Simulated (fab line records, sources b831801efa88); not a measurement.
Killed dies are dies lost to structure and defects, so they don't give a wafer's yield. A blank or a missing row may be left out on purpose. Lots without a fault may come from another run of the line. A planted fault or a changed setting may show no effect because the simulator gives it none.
Which tool did it? | flow gf180mcu | 14 lots, 42 wafers sampled, at 4 steps of a route of 602

WHAT THE GAUGES READ, wafer by wafer
GF_HV_LDD_THK_MEAS_57.
lot  | measured     | on            | HV_LDD_CVD_56_THK (nm)
L880 | day 12 11:08 | film_metro-04 | 88.7 88.5 89.1
L882 | day 13 06:53 | film_metro-04 | 89.7 89.3 90.1
L883 | day 13 15:02 | film_metro-01 | 90.5 90.9 90.2
L884 | day 13 18:37 | film_metro-01 | 89.6 89.2 88.4
L885 | day 14 01:47 | film_metro-04 | 88.3 89.0 88.7
L886 | day 14 09:04 | film_metro-02 | 90.7 89.6 90.3
L894 | day 17 14:57 | film_metro-01 | 89.8 89.5 90.4
L895 | day 17 17:26 | film_metro-01 | 88.8 87.6 87.8
L896 | day 18 04:40 | film_metro-02 | 89.9 90.2 90.2
L897 | day 18 13:22 | film_metro-01 | 91.0 89.9 90.7
L898 | day 18 17:16 | film_metro-04 | 90.8 90.3 91.0
L901 | day 19 11:58 | film_metro-01 | 89.9 90.5 90.1
L902 | day 19 19:25 | film_metro-02 | 88.4 88.5 89.2
L903 | day 20 09:42 | film_metro-02 | 90.4 89.9 89.3

GF_SALICIDE_RS_MEAS_04: measures by four-point-probe.
lot  | measured     | on            | SALICIDE_TIN_RS (ohm/sq)
L880 | day 15 01:17 | film_metro-01 | 16.01 15.97 15.93
L882 | day 16 00:32 | film_metro-03 | 16.93 16.77 16.12
L883 | day 16 07:25 | film_metro-03 | 16.27 15.87 15.99
L884 | day 16 12:19 | film_metro-03 | 16.60 16.28 16.12
L885 | day 16 21:01 | film_metro-02 | 16.11 16.37 16.22
L886 | day 17 03:57 | film_metro-02 | 16.39 16.59 16.52
L894 | day 20 15:19 | film_metro-01 | 16.69 16.57 16.44
L895 | day 20 17:02 | film_metro-01 | 16.75 16.73 17.10
L896 | day 21 05:32 | film_metro-02 | 16.03 16.18 16.02
L897 | day 21 15:26 | film_metro-03 | 16.36 16.19 16.37
L898 | day 21 18:57 | film_metro-03 | 16.25 16.01 15.95
L901 | day 22 12:46 | film_metro-03 | 16.60 16.72 16.53
L902 | day 22 20:21 | film_metro-01 | 16.19 16.46 16.62
L903 | day 23 08:40 | film_metro-01 | 16.59 16.60 16.64

GF_CONTACT_THK_MEAS_01.
lot  | measured     | on            | CONTACT_CVD_00_THK (nm)
L880 | day 15 01:47 | film_metro-01 | 306.8 300.1 298.0
L882 | day 16 01:07 | film_metro-01 | 301.2 302.3 298.3
L883 | day 16 07:55 | film_metro-02 | 303.0 301.3 304.2
L884 | day 16 12:50 | film_metro-02 | 296.0 303.4 300.5
L885 | day 16 21:33 | film_metro-01 | 301.9 305.2 300.3
L886 | day 17 04:28 | film_metro-04 | 309.9 298.9 302.4
L894 | day 20 15:52 | film_metro-04 | 301.0 300.8 304.4
L895 | day 20 17:32 | film_metro-04 | 302.5 301.8 304.7
L896 | day 21 06:03 | film_metro-02 | 302.9 300.8 302.1
L897 | day 21 15:56 | film_metro-02 | 301.8 307.9 301.3
L898 | day 21 19:28 | film_metro-02 | 303.8 307.0 301.2
L901 | day 22 13:16 | film_metro-02 | 299.4 303.0 304.9
L902 | day 22 20:52 | film_metro-04 | 299.0 303.6 303.1
L903 | day 23 09:10 | film_metro-02 | 303.0 302.5 303.7

WHICH TOOL RAN EACH LOT (tool, then ch and the chambers of the sampled wafers, then the start)
lot  | GF_VT_IMPLANT_IMPLANT_19
L880 | implanter-04 ch 0, day 6 05:43
L882 | implanter-02 ch 0, day 6 22:10
L883 | implanter-02 ch 0, day 7 02:22
L884 | implanter-04 ch 0, day 7 07:41
L885 | implanter-04 ch 0, day 7 14:05
L886 | implanter-02 ch 0, day 7 18:53
L894 | implanter-04 ch 0, day 10 00:56
L895 | implanter-04 ch 0, day 10 06:07
L896 | implanter-02 ch 0, day 10 13:43
L897 | implanter-03 ch 0, day 10 19:53
L898 | implanter-03 ch 0, day 11 00:14
L901 | implanter-02 ch 0, day 11 18:05
L902 | implanter-02 ch 0, day 12 02:07
L903 | implanter-02 ch 0, day 12 11:08
- GF_VT_IMPLANT_IMPLANT_19

WHAT THE TOOLS THEMSELVES READ (means of the sampled wafers that have a number; where no wafer has one, the mark that the record gives instead)
GF_VT_IMPLANT_IMPLANT_19.
lot  | tool         | dose_ions_cm2 | faraday_current_uA
L880 | implanter-04 | 4.35e+12      | 24.7
L882 | implanter-02 | 4.35e+12      | 24.5
L883 | implanter-02 | 4.35e+12      | 24.5
L884 | implanter-04 | 4.35e+12      | 24.2
L885 | implanter-04 | 4.35e+12      | 24.5
L886 | implanter-02 | 4.35e+12      | 24.5
L894 | implanter-04 | 4.59e+12      | 25.8
L895 | implanter-04 | 4.60e+12      | 25.9
L896 | implanter-02 | 4.35e+12      | 24.6
L897 | implanter-03 | 4.35e+12      | 24.6
L898 | implanter-03 | 4.34e+12      | 24.6
L901 | implanter-02 | 4.35e+12      | 24.8
L902 | implanter-02 | 4.35e+12      | 24.0
L903 | implanter-02 | 4.35e+12      | 25.0

THE ANSWER, worked out from the rows above alone
Rule: what is usual is taken from the lots themselves. Put in order of their means at a reading, lots are off if they are a third of the lots or fewer, leave a main group of 4 or more, and stand apart from it by a gap of 3 or more times the standard deviation of the main group's means; of several such gaps the widest counts. A main group whose means are all the same, to the digits that the tables above print for the reading, isn't used. A lot without any number at a reading at which 4 lots or more have one is off too. The other lots that the step has rows for count as sound. The gauges are gone through in route order, then the tools' own readings, and for those a lot's mean is taken as printed above. The first step at which some lot is off is used, and at that step the reading that is off furthest; a lot without a number counts as furthest.
Off: L894, L895, at GF_VT_IMPLANT_IMPLANT_19 (dose_ions_cm2). The main group: mean 4.35e+12, standard deviation 2.8e+09.
A tool fits if, at that step or a process step before it, it ran every lot that is off, and no sound lot after the first of them. One fits: implanter-04 at GF_VT_IMPLANT_IMPLANT_19. Its last sound lot is L885 (day 7 14:05), its first lot that is off L894 (day 10 00:56): a fault that began between those two fits.
The tool's own readings at GF_VT_IMPLANT_IMPLANT_19 bear it out: on the lots that are off they differ by more than 5 times the standard deviation of the sound lots' means. dose_ions_cm2 reads 4.60e+12 there against 4.35e+12 on the sound lots; faraday_current_uA reads 25.9 there against 24.5 on the sound lots.

WHAT THE SIMULATOR HAD PUT IN
Process parameter drift: implanter-04, from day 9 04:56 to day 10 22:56, at GF_VT_IMPLANT_IMPLANT_19. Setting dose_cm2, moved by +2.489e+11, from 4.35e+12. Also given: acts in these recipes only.
Lots struck among those shown: L894, L895. The rule above found the same.
